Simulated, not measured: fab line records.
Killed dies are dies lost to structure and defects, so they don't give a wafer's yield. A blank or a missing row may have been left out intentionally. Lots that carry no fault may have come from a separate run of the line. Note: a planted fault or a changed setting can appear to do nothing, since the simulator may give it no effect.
A struck lot beside a sound one || flow gf180mcu || 38 steps out of a route of 602
Sound: the wafers L167.1, L167.2, L167.4. Struck: wafer L177.2. (L177.4 of the same lot was not struck and is left out.) The cause comes at the end.
Each step with rows lists, per side, the tool, then ch with its chambers, then its first start. Under that, the readings that differ: sound wafers || struck wafers || difference of the means || sigmas: that difference in standard deviations of wafers without a fault.
alike: readings with means less than 2 such deviations apart, plus words and numbers identical on both sides. not compared: withheld readings, readings lacking a value on some wafer, bounds such as >300 that could conceal the same value, and numbers that have no deviation in the record and whose values overlap.
The two part at a step that has a row with sigmas, a row that says differs or no value, or rows on one side only. Numbers that have no deviation but don't overlap get no sigmas and don't part them. Lack of a reading on every wafer of one side parts them only where that side has two or more wafers.

first, 2 steps without rows for these wafers: GF_SALICIDE_WET_ETCH_01 (etches SiO2 in dHF, target depth 5 nm, time 100 s); GF_SALICIDE_SPUTTER_02 (material Co, target thk 10 nm, time 20 s).
GF_SALICIDE_SPUTTER_03: material TiN, target thk 20 nm, time 16.7 s.
  sound: pvdSputter-04 at day 16 18:14; struck: pvdSputter-02 at day 20 09:01
  alike: throttleValvePct
GF_SALICIDE_RS_MEAS_04: measurement is done with a four-point probe.
  sound: filmMetro-04 at day 16 18:16; struck: filmMetro-02 at day 20 09:04
  alike: SALICIDE_TIN_RS
GF_SALICIDE_THK_MEAS_05: measures by xrf.
  sound: filmMetro-04 at day 16 18:23; struck: filmMetro-02 at day 20 09:10
  alike: SALICIDE_TIN_THK
then, 2 steps without rows for these wafers: GF_SALICIDE_RTA_06 (time 30 s); GF_SALICIDE_WET_ETCH_07 (etches the open film in SPM, target depth 120 nm).
GF_SALICIDE_RTA_08: time 30 s.
  sound on rtpAnneal-02 ch 0, day 16 18:38; struck on rtpAnneal-01 ch 0, day 20 09:26
  alike: annealTempCMax, lampPowerPct, wafer_temp_C_max
then, 1 step without rows for these wafers: GF_CONTACT_CVD_00 (deposits SiO2, target thk 300 nm, time 50 s).
GF_CONTACT_THK_MEAS_01:
  sound: filmMetro-03 at day 16 18:48; struck: filmMetro-04 at day 20 09:34
  alike: CONTACT_CVD_00_THK
GF_CONTACT_CVD_02: deposits SiO2 from TEOS, target thk 860 nm, time 95.992 s.
  sound on pecvd-02 ch 1,2, day 16 18:52; struck on pecvd-01 ch 2, day 20 09:37
  alike: heaterPowerW
GF_CONTACT_THK_MEAS_03:
  sound: filmMetro-04 at day 16 18:56; struck: filmMetro-03 at day 20 09:42
  alike: CONTACT_CVD_02_THK
GF_CONTACT_CMP_04: polishes SiO2.
  sound on cmp-01 ch 0,1,3, day 16 19:02; struck on cmp-02 ch 3, day 20 09:45
{"reading": "model.SiO2_of_CONTACT_CVD_02.thkNm (nm)", "sound": "557.8 558.7 558.3", "struck": 616, "difference": "+58", "sigmas": ""}
  alike: motorCurrentA, platenRpm, timeToEndpointS
GF_CONTACT_BOW_MEAS_05:
  sound: filmMetro-02 at day 16 19:17; struck: filmMetro-02 at day 20 10:04
  alike: CONTACT_BOW
then, 8 steps without rows for these wafers: GF_CONTACT_DEHYDRATE_06 (time 60 s); GF_CONTACT_HMDS_07 (prime time 60 s); GF_CONTACT_COAT_08; GF_CONTACT_COAT_09 (resist thk 1000 nm); GF_CONTACT_SOFTBAKE_10 (time 60 s); GF_CONTACT_EXPOSE_11 (exposes mask Contact, target cd 220 nm); GF_CONTACT_PEB_12 (peb time 90 s); GF_CONTACT_DEVELOP_13 (develop time 60 s).
GF_CONTACT_CD_MEAS_14: the cd target is 220 nm.
  sound: cdSem-02 at day 17 18:35; struck: cdSem-02 at day 21 10:09
  alike: cdNm
GF_CONTACT_OVL_MEAS_15:
  sound: overlay-02 at day 17 18:42; struck: overlay-01 at day 21 10:15
  alike: CONTACT_OVL
then, 1 step without rows for these wafers: GF_CONTACT_ETCH_16 (etches BARC in N2/H2).
GF_CONTACT_ETCH_17: etches SiO2 in C4F8/O2/Ar, stops on CoSi2, target depth 860 nm.
  sound: rieDiel-02 ch 1,2,3; struck: rieDiel-03 ch 3
{"reading": "oesProductAu (a.u.)", "sound": "0.809 0.822 0.814", "struck": 0.842, "difference": "+0.027", "sigmas": "+5"}
{"reading": "model.etch.depthNm (nm)", "sound": "860.1 859.1 857.2", "struck": 920.7, "difference": "+61.9", "sigmas": ""}
{"reading": "model.CONTACT.featureDepthNm (nm)", "sound": "860.1 859.1 857.2", "struck": 920.7, "difference": "+61.9", "sigmas": ""}
  alike: chamberPressureMTorr
then, 6 steps without rows for these wafers: GF_CONTACT_STRIP_18 (strips in O2/N2); GF_CONTACT_CLEAN_19 (cleans in SPM); GF_CONTACT_CLEAN_20 (cleans in DIW); GF_CONTACT_CLEAN_21 (cleans in dHF, time 20 s); GF_CONTACT_SPUTTER_22 (material Ti, target thk 15 nm, time 80.02 s); GF_CONTACT_SPUTTER_23 (material TiN, target thk 10 nm, time 40 s).
GF_CONTACT_CVD_24: deposits W, target thk 300 nm, time 90.339 s.
  sound on cvdW-02 ch 0, day 17 19:24; struck on cvdW-02 ch 0, day 21 10:50
  alike: heaterPowerW
GF_CONTACT_RS_MEAS_25: measurement is done with a four-point probe.
  sound: filmMetro-03 at day 17 19:36; struck: filmMetro-02 at day 21 10:58
{"reading": "CONTACT_W_RS (ohm/sq)", "sound": "0.385 0.393 0.393", "struck": 0.378, "difference": -0.012, "sigmas": -2}
GF_CONTACT_THK_MEAS_26: measures by xrf.
  sound: filmMetro-03 at day 17 19:43; struck: filmMetro-02 at day 21 11:04
  alike: CONTACT_W_THK
GF_CONTACT_CMP_27: polishes, stops on SiO2, t overpolish 15 s, target thk 0 nm.
  sound on cmp-01 ch 1,2,3, day 17 19:50; struck on cmp-01 ch 0, day 21 11:07
{"reading": "model.SiO2_of_CONTACT_CVD_02.thkNm (nm)", "sound": "551.1 551.9 551.5", "struck": 609.2, "difference": "+57.7", "sigmas": ""}
  alike: motorCurrentA, platenRpm
GF_M1_SPUTTER_00: material Ti, target thk 37.5 nm, time 150 s.
  sound: pvdSputter-02 at day 17 20:05; struck: pvdSputter-04 at day 21 11:25
  alike: throttleValvePct
GF_PASSIVATION_PROBE_99:
  sound wafers here have rows in the record (prober-02, day 30 09:59); struck ones have none

WHERE THEY PART
Earliest at GF_CONTACT_ETCH_17; latest, in this record, at GF_PASSIVATION_PROBE_99.

WHY: what had been put in by the simulator
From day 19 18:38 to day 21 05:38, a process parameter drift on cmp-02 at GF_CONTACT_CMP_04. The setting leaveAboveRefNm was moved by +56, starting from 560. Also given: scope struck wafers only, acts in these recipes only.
